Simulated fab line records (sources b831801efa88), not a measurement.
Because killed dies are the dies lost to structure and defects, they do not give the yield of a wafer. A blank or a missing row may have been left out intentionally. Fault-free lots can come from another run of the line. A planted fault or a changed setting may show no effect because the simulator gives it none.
2 desks looking at one fault | flow sky130 | numbers are kept per desk, each desk with only its own; the story behind them comes last

== AT THE TOOL OWNER'S DESK: litho-track-01 ==
The tool's own readings at SKY_SD_N_COAT_02 (resist thk 1140 nm): means of the sampled wafers that have a number, for each lot that ran on this tool. A lot is out of limits, marked OUT, if its mean lies more than 4 standard deviations from the usual mean; the brackets give that distance.
Columns: A = dispense-pressure-kPa at SKY_SD_N_COAT_02, usual 47.6 kPa; B = spin-speed-rpm at SKY_SD_N_COAT_02, usual 2999.8 rpm
lot  | first seen here | A    | B
L718 | day 29 04:41    | 46.4 | 2998.8
L720 | day 29 11:25    | 46.3 | 3000.0
L729 | day 32 05:30    | 46.4 | 3002.0
L730 | day 32 15:37    | 46.4 | 2997.7
L731 | day 32 16:28    | 46.4 | 3001.1
This desk's finding: nothing out of limits on any of the 5 lots.

== AT THE METROLOGY DESK ==
What the gauges read for every lot (on any tool): the sampled wafers with a number, averaged. A lot is out of limits, marked OUT, if its mean lies more than 4 standard deviations from the usual mean; the brackets give that distance.
Columns: A = cd-nm at SKY_SD_N_CD_MEAS_07, usual 380.3 nm
lot  | first seen here | A
L714 | day 27 12:02    | 381.3
L717 | day 29 18:49    | 380.9
L718 | day 29 19:08    | 379.2
L719 | day 29 19:50    | 382.6
L720 | day 30 01:34    | 380.3
L729 | day 32 18:55    | 417.0 (+14) OUT
L730 | day 33 05:35    | 454.7 (+29) OUT
L731 | day 33 06:31    | 431.3 (+20) OUT
L735 | day 34 17:02    | 379.6
L734 | day 34 19:40    | 379.0
L737 | day 35 06:26    | 376.6
This desk's finding: out of limits on L729, L730, L731; first on L729, day 32 18:55 (cd-nm at SKY_SD_N_CD_MEAS_07). L714, L717, L718, L719, L720, L735, L734, L737: within limits.

== PUT TOGETHER ==
Metrology desk: alarm possible at day 32 18:55 on L729, L730, L731.
The tool owner's desk saw nothing out of limits.
Tool owner's desk: L729, L730, L731 on record, inside its limits.
On litho-track-01, each named lot ran SKY_SD_N_COAT_02.

== WHAT THE SIMULATOR PUT IN ==
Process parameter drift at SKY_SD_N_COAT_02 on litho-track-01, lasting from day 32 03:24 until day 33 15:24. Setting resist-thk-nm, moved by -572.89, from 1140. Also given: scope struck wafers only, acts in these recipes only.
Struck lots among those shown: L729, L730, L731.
Time in hours between the start of the fault and the first out-of-limits reading at each desk: metrology desk, 16.
